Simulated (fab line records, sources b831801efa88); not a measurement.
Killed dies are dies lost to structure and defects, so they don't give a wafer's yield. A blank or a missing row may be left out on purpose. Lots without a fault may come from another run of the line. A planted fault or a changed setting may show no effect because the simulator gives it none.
A struck lot beside a sound one | flow gf180mcu | 41 steps out of a route of 602
Sound: wafers L845.1, L845.2, L845.5. Struck: wafer L852.6. (L852.2, L852.3 of the same lot were not struck and are left out.) The cause comes at the end.
At each step with rows: each side's tool, then ch and its chambers, then its first start. Under that, the readings that differ: sound wafers | struck wafers | difference of the means | sigmas: that difference in standard deviations of wafers without a fault.
alike: readings whose means differ by less than 2 such deviations, and words and numbers that are the same on both sides. not compared: withheld readings, readings that some wafer has no value for, bounds like >300 that may hide the same value, and numbers for which the record gives no deviation and whose values overlap.
The two part at a step that has a row with sigmas, a row that says differs or no value, or rows on one side only. Numbers that don't overlap but have no deviation are shown without sigmas and don't part them. A reading that every wafer of one side lacks parts them only if that side has two wafers or more.

GF_V4_RS_MEAS_24: measures by four-point-probe.
  sound on film_metro-04, day 25 00:59; struck on film_metro-04, day 27 08:27
  reading          | sound                | struck | difference | sigmas
  V4_W_RS (ohm/sq) | 0.3257 0.3232 0.3213 | 0.3314 | +0.0080    | +3
GF_V4_THK_MEAS_25: measures by xrf.
  sound on film_metro-04, day 25 01:06; struck on film_metro-04, day 27 08:34
  reading       | sound       | struck | difference | sigmas
  V4_W_THK (nm) | 352 350 353 | 340    | -12        | -3
GF_V4_CMP_26: polishes, stops on SiO2, t overpolish 15 s, target thk 0 nm.
  sound on cmp-01 ch 1,2, day 25 01:32; struck on cmp-02 ch 2, day 27 08:43
  reading            | sound             | struck | difference | sigmas
  slurry_flow_ml_min | 150.3 150.2 150.1 | 149.4  | -0.8       | -2
  alike: head_pressure_psi, motor_current_A, overpolish_run_s, time_to_endpoint_s
GF_MIM_SPUTTER_00: material Ti, target thk 37.5 nm, time 150 s.
  sound on pvd_sputter-01, day 25 01:50; struck on pvd_sputter-03, day 27 08:55
  alike: throttle_valve_pct
GF_MIM_SPUTTER_01: material TiN, target thk 30 nm, time 25 s.
  sound on pvd_sputter-01, day 25 01:56; struck on pvd_sputter-03, day 27 09:01
  alike: throttle_valve_pct
GF_MIM_SPUTTER_02: material AlCu, target thk 450 nm, time 23.9 s.
  sound on pvd_sputter-01, day 25 01:58; struck on pvd_sputter-03, day 27 09:02
  alike: throttle_valve_pct
then, 3 steps without rows for these wafers: GF_MIM_SPUTTER_03 (material Ti, target thk 10 nm, time 6.7 s); GF_MIM_SPUTTER_04 (material TiN, target thk 50 nm, time 41.7 s); GF_MIM_CVD_05 (deposits Si3N4, target thk 42 nm, time 29.086 s).
GF_MIM_THK_MEAS_06:
  sound on film_metro-02, day 25 02:06; struck on film_metro-02, day 27 09:10
  reading             | sound          | struck | difference | sigmas
  MIM_CVD_05_THK (nm) | 41.4 41.4 41.5 | 42.5   | +1.1       | +2
then, 2 steps without rows for these wafers: GF_MIM_SPUTTER_07 (material TiN, target thk 60 nm, time 50 s); GF_MIM_SPUTTER_08 (material AlCu, target thk 200 nm, time 10.6 s).
GF_MIM_SPUTTER_09: material TiN, target thk 35 nm, time 29.2 s.
  sound on pvd_sputter-04, day 25 02:13; struck on pvd_sputter-04, day 27 09:17
  reading                                 | sound            | struck | difference | sigmas
  model.TiN_of_MIM_SPUTTER_09.thk_nm (nm) | 34.7 34.75 34.56 | 38.53  | +3.86      |
  alike: throttle_valve_pct
GF_MIM_RS_MEAS_10: measures by four-point-probe.
  sound on film_metro-01, day 25 02:16; struck on film_metro-03, day 27 09:20
  alike: MIM_ALCU_RS
GF_MIM_THK_MEAS_11: measures by xrf.
  sound on film_metro-01, day 25 02:23; struck on film_metro-03, day 27 09:27
  alike: MIM_ALCU_THK
then, 18 steps without rows for these wafers: GF_MIM_DEHYDRATE_12 (time 60 s); GF_MIM_HMDS_13 (prime time 60 s); GF_MIM_COAT_14 (resist thk 1000 nm); GF_MIM_SOFTBAKE_15 (time 60 s); GF_MIM_EXPOSE_16 (exposes mask FuseTop, target cd 2000 nm); GF_MIM_PEB_17; GF_MIM_DEVELOP_18 (develop time 60 s); GF_MIM_METAL_ETCH_19 (etches the open film in Cl2/BCl3, stops on Si3N4, target depth 324.5 nm, time 54.1 s); GF_MIM_STRIP_20 (strips in O2/N2); GF_MIM_STRIP_21 (strips in post etch residue remover, time 1200 s); GF_MIM_CLEAN_22 (cleans in DIW); GF_M5_DEHYDRATE_00 (time 60 s); GF_M5_HMDS_01 (prime time 60 s); GF_M5_COAT_02 (resist thk 1000 nm); GF_M5_SOFTBAKE_03 (time 60 s); GF_M5_EXPOSE_04 (exposes mask Metal5, target cd 280 nm); GF_M5_PEB_05 (peb time 90 s); GF_M5_DEVELOP_06 (develop time 60 s).
GF_M5_CD_MEAS_07: target cd 280 nm.
  sound on cd_sem-02, day 26 21:08; struck on cd_sem-02, day 29 00:24
  alike: cd_nm
GF_M5_OVL_MEAS_08:
  sound on overlay-02, day 26 21:16; struck on overlay-02, day 29 00:31
  alike: M5_OVL
then, 1 step without rows for these wafers: GF_M5_ETCH_09 (etches Si3N4 in CF4/O2, target depth 52 nm, time 11.6 s).
GF_M5_METAL_ETCH_10: etches the open film in Cl2/BCl3, stops on SiO2, target depth 750.8 nm, time 125.1 s.
  sound on rie_metal-01 ch 0,1, day 26 21:19; struck on rie_metal-03 ch 0, day 29 00:34
  alike: drypump_motor_current_A, mfc_cl2_sccm, oes_product_au, throttle_valve_pct
  not compared: rf_hours_counter_h
then, 1 step without rows for these wafers: GF_M5_STRIP_11 (strips in O2/N2).
GF_M5_STRIP_12: strips in post etch residue remover, time 1200 s.
  sound on wet_bench-04 ch 0, day 26 21:33; struck on wet_bench-04 ch 0, day 29 00:47
  reading                                 | sound             | struck | difference | sigmas
  model.TiN_of_MIM_SPUTTER_09.thk_nm (nm) | 33.86 33.92 33.73 | 37.7   | +3.9       |
  alike: bath_heat_duty_pct
then, 1 step without rows for these wafers: GF_M5_CLEAN_13 (cleans in DIW).
GF_PASSIVATION_PROBE_99:
  the record has rows for the sound wafers here (prober-01, day 29 13:49) and none for the struck ones

WHERE THEY PART
First at GF_V4_RS_MEAS_24; last, within this record, at GF_PASSIVATION_PROBE_99.

WHY: what the simulator had put in
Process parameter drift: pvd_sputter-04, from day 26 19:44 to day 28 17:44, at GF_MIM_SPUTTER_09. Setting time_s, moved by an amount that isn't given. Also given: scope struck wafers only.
